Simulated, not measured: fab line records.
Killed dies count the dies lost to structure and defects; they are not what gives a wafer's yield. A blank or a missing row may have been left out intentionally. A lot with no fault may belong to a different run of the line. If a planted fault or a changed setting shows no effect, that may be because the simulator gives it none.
Which tool did it? || flow gf180mcu || Sampling: 14 lots, 42 wafers, 4 of 602 route steps

WHAT THE GAUGES SHOWED, per wafer
Not one reading of a measure or inspect step in the record can be checked against a usual standard deviation.

WHAT TOOL EACH LOT RAN ON (gives the tool, then ch and the chambers of the sampled wafers, and finally the start)
{"lot": "L293", "GF_V4_ETCH_17": "rie-diel-03 ch 1,2, day 25 15:31 or earlier", "GF_V4_CMP_26": "cmp-01 ch 1,3, day 25 15:31", "GF_MIM_SPUTTER_02": "pvd-sputter-04, day 25 15:57", "GF_MIM_SPUTTER_08": "pvd-sputter-01, day 25 16:11"}
{"lot": "L295", "GF_V4_ETCH_17": "rie-diel-04 ch 1,3, day 26 03:41 or earlier", "GF_V4_CMP_26": "cmp-02 ch 1,2,3, day 26 03:41", "GF_MIM_SPUTTER_02": "pvd-sputter-03, day 26 04:01", "GF_MIM_SPUTTER_08": "pvd-sputter-04, day 26 04:14"}
{"lot": "L296", "GF_V4_ETCH_17": "rie-diel-03 ch 1,2,3, day 26 19:11 or earlier", "GF_V4_CMP_26": "cmp-01 ch 0,1,2, day 26 19:11", "GF_MIM_SPUTTER_02": "pvd-sputter-04, day 26 19:31", "GF_MIM_SPUTTER_08": "pvd-sputter-01, day 26 19:45"}
{"lot": "L297", "GF_V4_ETCH_17": "rie-diel-04 ch 0,1, day 27 03:58 or earlier", "GF_V4_CMP_26": "cmp-01 ch 1,3, day 27 03:58", "GF_MIM_SPUTTER_02": "pvd-sputter-01, day 27 04:20", "GF_MIM_SPUTTER_08": "pvd-sputter-03, day 27 04:34"}
{"lot": "L298", "GF_V4_ETCH_17": "rie-diel-02 ch 1,2,3, day 27 07:55 or earlier", "GF_V4_CMP_26": "cmp-01 ch 0,1,3, day 27 07:55", "GF_MIM_SPUTTER_02": "pvd-sputter-03, day 27 08:18", "GF_MIM_SPUTTER_08": "pvd-sputter-01, day 27 08:32"}
{"lot": "L300", "GF_V4_ETCH_17": "rie-diel-04 ch 1,2,3, day 27 19:01 or earlier", "GF_V4_CMP_26": "cmp-01 ch 1,2,3, day 27 19:01", "GF_MIM_SPUTTER_02": "pvd-sputter-01, day 27 19:17", "GF_MIM_SPUTTER_08": "pvd-sputter-04, day 27 19:31"}
{"lot": "L299", "GF_V4_ETCH_17": "rie-diel-02 ch 0,3, day 27 20:22 or earlier", "GF_V4_CMP_26": "cmp-01 ch 1,3, day 27 20:22", "GF_MIM_SPUTTER_02": "pvd-sputter-01, day 27 20:44", "GF_MIM_SPUTTER_08": "pvd-sputter-04, day 27 20:58"}
{"lot": "L301", "GF_V4_ETCH_17": "rie-diel-04 ch 0,1,2, day 28 05:13 or earlier", "GF_V4_CMP_26": "cmp-01 ch 0,3, day 28 05:13", "GF_MIM_SPUTTER_02": "pvd-sputter-04, day 28 05:39", "GF_MIM_SPUTTER_08": "pvd-sputter-01, day 28 05:53"}
{"lot": "L302", "GF_V4_ETCH_17": "rie-diel-04 ch 0,1, day 28 07:55 or earlier", "GF_V4_CMP_26": "cmp-01 ch 0,1,3, day 28 07:55", "GF_MIM_SPUTTER_02": "pvd-sputter-01, day 28 08:21", "GF_MIM_SPUTTER_08": "pvd-sputter-03, day 28 08:35"}
{"lot": "L309", "GF_V4_ETCH_17": "rie-diel-03 ch 0,1, day 30 12:44 or earlier", "GF_V4_CMP_26": "cmp-01 ch 0,2,3, day 30 12:44", "GF_MIM_SPUTTER_02": "pvd-sputter-04, day 30 13:10", "GF_MIM_SPUTTER_08": "pvd-sputter-03, day 30 13:23"}
{"lot": "L310", "GF_V4_ETCH_17": "rie-diel-04 ch 0,1,2, day 30 17:04 or earlier", "GF_V4_CMP_26": "cmp-01 ch 0,2, day 30 17:04", "GF_MIM_SPUTTER_02": "pvd-sputter-03, day 30 17:28", "GF_MIM_SPUTTER_08": "pvd-sputter-04, day 30 17:41"}
{"lot": "L311", "GF_V4_ETCH_17": "rie-diel-02 ch 0,1, day 31 00:49 or earlier", "GF_V4_CMP_26": "cmp-02 ch 1,2,3, day 31 00:49", "GF_MIM_SPUTTER_02": "pvd-sputter-03, day 31 01:15", "GF_MIM_SPUTTER_08": "pvd-sputter-04, day 31 01:29"}
{"lot": "L312", "GF_V4_ETCH_17": "rie-diel-04 ch 0,1,2, day 31 05:48 or earlier", "GF_V4_CMP_26": "cmp-02 ch 0,1,2, day 31 05:48", "GF_MIM_SPUTTER_02": "pvd-sputter-01, day 31 06:14", "GF_MIM_SPUTTER_08": "pvd-sputter-04, day 31 06:28"}
{"lot": "L315", "GF_V4_ETCH_17": "rie-diel-02 ch 0,1,3, day 32 01:11 or earlier", "GF_V4_CMP_26": "cmp-02 ch 2,3, day 32 01:11", "GF_MIM_SPUTTER_02": "pvd-sputter-04, day 32 01:34", "GF_MIM_SPUTTER_08": "pvd-sputter-01, day 32 01:47"}
- GF_V4_ETCH_17: etches SiO2 in C4F8/O2/Ar, stops on TiN, target depth 630 nm.
- GF_V4_CMP_26: polishes, stops on SiO2, t overpolish 15 s, target thk 0 nm.
- GF_MIM_SPUTTER_02: material AlCu, target thk 450 nm, time 23.9 s.
- GF_MIM_SPUTTER_08: material AlCu, target thk 200 nm, time 10.6 s.

AS READ BY THE TOOLS THEMSELVES (means over the sampled wafers that have a number; for cases with no such wafer, the mark the record gives instead)
GF_V4_ETCH_17. Usual: chamber-pressure-mTorr 40.00 mTorr, standard deviation 0.038; oes-product-au 0.852 a.u., standard deviation 0.0051; rf-fwd-power-W 1492 W, standard deviation 4.9.
{"lot": "L293", "tool": "rie-diel-03", "chamber-pressure-mTorr (mTorr)": 40.02, "oes-product-au (a.u.)": 0.856, "rf-fwd-power-W (W)": 1495, "flag": ""}
{"lot": "L295", "tool": "rie-diel-04", "chamber-pressure-mTorr (mTorr)": 39.99, "oes-product-au (a.u.)": 0.853, "rf-fwd-power-W (W)": 1496, "flag": ""}
{"lot": "L296", "tool": "rie-diel-03", "chamber-pressure-mTorr (mTorr)": 40.00, "oes-product-au (a.u.)": 0.856, "rf-fwd-power-W (W)": 1489, "flag": ""}
{"lot": "L297", "tool": "rie-diel-04", "chamber-pressure-mTorr (mTorr)": 39.97, "oes-product-au (a.u.)": 0.851, "rf-fwd-power-W (W)": 1493, "flag": ""}
{"lot": "L298", "tool": "rie-diel-02", "chamber-pressure-mTorr (mTorr)": 39.99, "oes-product-au (a.u.)": 0.852, "rf-fwd-power-W (W)": 1490, "flag": ""}
{"lot": "L300", "tool": "rie-diel-04", "chamber-pressure-mTorr (mTorr)": 39.97, "oes-product-au (a.u.)": 0.847, "rf-fwd-power-W (W)": 1493, "flag": ""}
{"lot": "L299", "tool": "rie-diel-02", "chamber-pressure-mTorr (mTorr)": 39.98, "oes-product-au (a.u.)": 0.846, "rf-fwd-power-W (W)": 1496, "flag": ""}
{"lot": "L301", "tool": "rie-diel-04", "chamber-pressure-mTorr (mTorr)": 40.04, "oes-product-au (a.u.)": 0.849, "rf-fwd-power-W (W)": 1492, "flag": ""}
{"lot": "L302", "tool": "rie-diel-04", "chamber-pressure-mTorr (mTorr)": 39.98, "oes-product-au (a.u.)": 0.851, "rf-fwd-power-W (W)": 1497, "flag": ""}
{"lot": "L309", "tool": "rie-diel-03", "chamber-pressure-mTorr (mTorr)": 40.00, "oes-product-au (a.u.)": 0.852, "rf-fwd-power-W (W)": 1492, "flag": ""}
{"lot": "L310", "tool": "rie-diel-04", "chamber-pressure-mTorr (mTorr)": 39.98, "oes-product-au (a.u.)": 0.853, "rf-fwd-power-W (W)": 1495, "flag": ""}
{"lot": "L311", "tool": "rie-diel-02", "chamber-pressure-mTorr (mTorr)": 39.97, "oes-product-au (a.u.)": 0.854, "rf-fwd-power-W (W)": 1490, "flag": ""}
{"lot": "L312", "tool": "rie-diel-04", "chamber-pressure-mTorr (mTorr)": 40.01, "oes-product-au (a.u.)": 0.856, "rf-fwd-power-W (W)": 1490, "flag": ""}
{"lot": "L315", "tool": "rie-diel-02", "chamber-pressure-mTorr (mTorr)": 40.04, "oes-product-au (a.u.)": 0.849, "rf-fwd-power-W (W)": 1489, "flag": ""}

GF_V4_CMP_26. Usual: motor-current-A 10.9 A, standard deviation 1.6; overpolish-run-s 15.000 s, standard deviation 0.0078; slurry-flow-ml-min 150.0, standard deviation 0.43; time-to-endpoint-s 84 s, standard deviation 5.1.
{"lot": "L293", "tool": "cmp-01", "motor-current-A (A)": 10.6, "overpolish-run-s (s)": 15.006, "slurry-flow-ml-min": 149.7, "time-to-endpoint-s (s)": 80, "flag": ""}
{"lot": "L295", "tool": "cmp-02", "motor-current-A (A)": 11.2, "overpolish-run-s (s)": 14.998, "slurry-flow-ml-min": 150.3, "time-to-endpoint-s (s)": 86, "flag": ""}
{"lot": "L296", "tool": "cmp-01", "motor-current-A (A)": 11.1, "overpolish-run-s (s)": 15.006, "slurry-flow-ml-min": 150.0, "time-to-endpoint-s (s)": 77, "flag": ""}
{"lot": "L297", "tool": "cmp-01", "motor-current-A (A)": 10.7, "overpolish-run-s (s)": 15.008, "slurry-flow-ml-min": 149.9, "time-to-endpoint-s (s)": 77, "flag": ""}
{"lot": "L298", "tool": "cmp-01", "motor-current-A (A)": 10.2, "overpolish-run-s (s)": 15.005, "slurry-flow-ml-min": 149.6, "time-to-endpoint-s (s)": 82, "flag": ""}
{"lot": "L300", "tool": "cmp-01", "motor-current-A (A)": 11.4, "overpolish-run-s (s)": 14.996, "slurry-flow-ml-min": 150.0, "time-to-endpoint-s (s)": 81, "flag": ""}
{"lot": "L299", "tool": "cmp-01", "motor-current-A (A)": 10.9, "overpolish-run-s (s)": 15.000, "slurry-flow-ml-min": 150.3, "time-to-endpoint-s (s)": 76, "flag": ""}
{"lot": "L301", "tool": "cmp-01", "motor-current-A (A)": 9.4, "overpolish-run-s (s)": 15.005, "slurry-flow-ml-min": 150.2, "time-to-endpoint-s (s)": 78, "flag": ""}
{"lot": "L302", "tool": "cmp-01", "motor-current-A (A)": 10.2, "overpolish-run-s (s)": 14.999, "slurry-flow-ml-min": 149.8, "time-to-endpoint-s (s)": 82, "flag": ""}
{"lot": "L309", "tool": "cmp-01", "motor-current-A (A)": 11.0, "overpolish-run-s (s)": 10.014, "slurry-flow-ml-min": 149.9, "time-to-endpoint-s (s)": 99, "flag": "OFF"}
{"lot": "L310", "tool": "cmp-01", "motor-current-A (A)": 10.9, "overpolish-run-s (s)": 5.023, "slurry-flow-ml-min": 149.9, "time-to-endpoint-s (s)": 116, "flag": "OFF"}
{"lot": "L311", "tool": "cmp-02", "motor-current-A (A)": 11.2, "overpolish-run-s (s)": 14.990, "slurry-flow-ml-min": 150.0, "time-to-endpoint-s (s)": 93, "flag": ""}
{"lot": "L312", "tool": "cmp-02", "motor-current-A (A)": 10.5, "overpolish-run-s (s)": 15.005, "slurry-flow-ml-min": 150.5, "time-to-endpoint-s (s)": 90, "flag": ""}
{"lot": "L315", "tool": "cmp-02", "motor-current-A (A)": 11.5, "overpolish-run-s (s)": 15.001, "slurry-flow-ml-min": 150.0, "time-to-endpoint-s (s)": 94, "flag": ""}

GF_MIM_SPUTTER_02. Usual: throttle-valve-pct reads 29.8 % (standard deviation 1.1).
{"lot": "L293", "tool": "pvd-sputter-04", "throttle-valve-pct (%)": 30.2, "flag": ""}
{"lot": "L295", "tool": "pvd-sputter-03", "throttle-valve-pct (%)": 29.0, "flag": ""}
{"lot": "L296", "tool": "pvd-sputter-04", "throttle-valve-pct (%)": 29.9, "flag": ""}
{"lot": "L297", "tool": "pvd-sputter-01", "throttle-valve-pct (%)": 30.9, "flag": ""}
{"lot": "L298", "tool": "pvd-sputter-03", "throttle-valve-pct (%)": 29.1, "flag": ""}
{"lot": "L300", "tool": "pvd-sputter-01", "throttle-valve-pct (%)": 31.1, "flag": ""}
{"lot": "L299", "tool": "pvd-sputter-01", "throttle-valve-pct (%)": 31.1, "flag": ""}
{"lot": "L301", "tool": "pvd-sputter-04", "throttle-valve-pct (%)": 28.8, "flag": ""}
{"lot": "L302", "tool": "pvd-sputter-01", "throttle-valve-pct (%)": 30.9, "flag": ""}
{"lot": "L309", "tool": "pvd-sputter-04", "throttle-valve-pct (%)": 29.7, "flag": ""}
{"lot": "L310", "tool": "pvd-sputter-03", "throttle-valve-pct (%)": 28.9, "flag": ""}
{"lot": "L311", "tool": "pvd-sputter-03", "throttle-valve-pct (%)": 29.2, "flag": ""}
{"lot": "L312", "tool": "pvd-sputter-01", "throttle-valve-pct (%)": 31.3, "flag": ""}
{"lot": "L315", "tool": "pvd-sputter-04", "throttle-valve-pct (%)": 28.8, "flag": ""}

GF_MIM_SPUTTER_08. Usual: throttle-valve-pct reads 30.1 % (standard deviation 1.1).
{"lot": "L293", "tool": "pvd-sputter-01", "throttle-valve-pct (%)": 31.1, "flag": ""}
{"lot": "L295", "tool": "pvd-sputter-04", "throttle-valve-pct (%)": 29.1, "flag": ""}
{"lot": "L296", "tool": "pvd-sputter-01", "throttle-valve-pct (%)": 31.1, "flag": ""}
{"lot": "L297", "tool": "pvd-sputter-03", "throttle-valve-pct (%)": 28.8, "flag": ""}
{"lot": "L298", "tool": "pvd-sputter-01", "throttle-valve-pct (%)": 30.8, "flag": ""}
{"lot": "L300", "tool": "pvd-sputter-04", "throttle-valve-pct (%)": 30.0, "flag": ""}
{"lot": "L299", "tool": "pvd-sputter-04", "throttle-valve-pct (%)": 29.5, "flag": ""}
{"lot": "L301", "tool": "pvd-sputter-01", "throttle-valve-pct (%)": 31.0, "flag": ""}
{"lot": "L302", "tool": "pvd-sputter-03", "throttle-valve-pct (%)": 28.8, "flag": ""}
{"lot": "L309", "tool": "pvd-sputter-03", "throttle-valve-pct (%)": 28.6, "flag": ""}
{"lot": "L310", "tool": "pvd-sputter-04", "throttle-valve-pct (%)": 30.7, "flag": ""}
{"lot": "L311", "tool": "pvd-sputter-04", "throttle-valve-pct (%)": 29.3, "flag": ""}
{"lot": "L312", "tool": "pvd-sputter-04", "throttle-valve-pct (%)": 29.2, "flag": ""}
{"lot": "L315", "tool": "pvd-sputter-01", "throttle-valve-pct (%)": 31.4, "flag": ""}

THE ANSWER, worked out from the rows above alone
Rule: a lot counts as off when the mean over its wafers that have a number is more than 3 standard deviations away from the usual mean. A lot without any number at a reading at which 4 lots or more have one is off too. Any other lot the step has rows for is counted as sound. The gauges are gone through in route order, then the tools' own readings, and for those a lot's mean is taken as printed above. The first step at which some lot is off is used, and at that step the reading that is off furthest; a lot without a number counts as furthest.
Off at GF_V4_CMP_26 (overpolish-run-s): L309, L310.
A tool fits if, at that step or a process step before it, it ran every lot that is off, and no sound lot after the first of them. GF_V4_ETCH_17 gives no start for some lots, so the hours and the order of its lots are those of GF_V4_CMP_26. One candidate fits, namely cmp-01 at GF_V4_CMP_26. Its last sound lot is L302 (day 28 07:55), its first lot that is off L309 (day 30 12:44): a fault that began between those two fits.
The tool's own readings at GF_V4_CMP_26 bear it out: on the lots that are off they differ by more than 5 times the standard deviation of the sound lots' means. overpolish-run-s reads 7.518 s there against 15.002 s on the sound lots.

WHAT WAS PUT IN BY THE SIMULATOR
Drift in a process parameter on cmp-01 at GF_V4_CMP_26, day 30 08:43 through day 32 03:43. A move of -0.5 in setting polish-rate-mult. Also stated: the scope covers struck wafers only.
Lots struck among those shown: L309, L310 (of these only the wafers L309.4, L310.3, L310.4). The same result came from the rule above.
